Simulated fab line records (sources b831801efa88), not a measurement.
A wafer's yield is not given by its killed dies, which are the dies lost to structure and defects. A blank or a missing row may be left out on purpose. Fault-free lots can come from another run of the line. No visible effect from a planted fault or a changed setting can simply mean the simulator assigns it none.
What tool caused it? + flow sky130 + 7 lots, 21 wafers sampled, at 1 step of a route of 708

WHAT THE GAUGES SHOWED, per wafer
SKY_FIELD_ISO_THK_MEAS_04.
| lot  | measured    | on            | FIELD_ISO_CVD_03_THK (nm) |
|------|-------------|---------------|---------------------------|
| L564 | day 1 23:57 | film_metro-03 | 162.5 162.1 163.9         |
| L569 | day 3 01:26 | film_metro-03 | 164.8 164.4 165.4         |
| L577 | day 4 16:55 | film_metro-04 | 164.3 165.2 164.9         |
| L579 | day 5 02:29 | film_metro-03 | 165.0 164.0 166.1         |
| L581 | day 8 19:36 | film_metro-01 | 167.1 166.0 167.2         |
| L583 | day 8 19:40 | film_metro-03 | 166.5 167.2 167.0         |
| L585 | day 8 19:40 | film_metro-04 | 163.7 166.2 166.3         |

EACH LOT AND THE TOOL THAT RAN IT (in order: tool; ch and the chambers of the sampled wafers; start)
The record holds no process step before these readings.

THE ANSWER, worked out from the rows above alone
Rule: the usual values come from the lots themselves. Put in order of their means at a reading, lots are off if they are a third of the lots or fewer, leave a main group of 4 or more, and stand apart from it by a gap of 3 or more times the standard deviation of the main group's means; of several such gaps the widest counts. A main group whose means are all the same, to the digits that the tables above print for the reading, isn't used. Also off: a lot with no number at a reading for which 4 or more lots have one. The other lots that the step has rows for count as sound.
Across all readings shown, no lot is off: no conclusion can be drawn from this.

WHAT WAS PUT IN BY THE SIMULATOR
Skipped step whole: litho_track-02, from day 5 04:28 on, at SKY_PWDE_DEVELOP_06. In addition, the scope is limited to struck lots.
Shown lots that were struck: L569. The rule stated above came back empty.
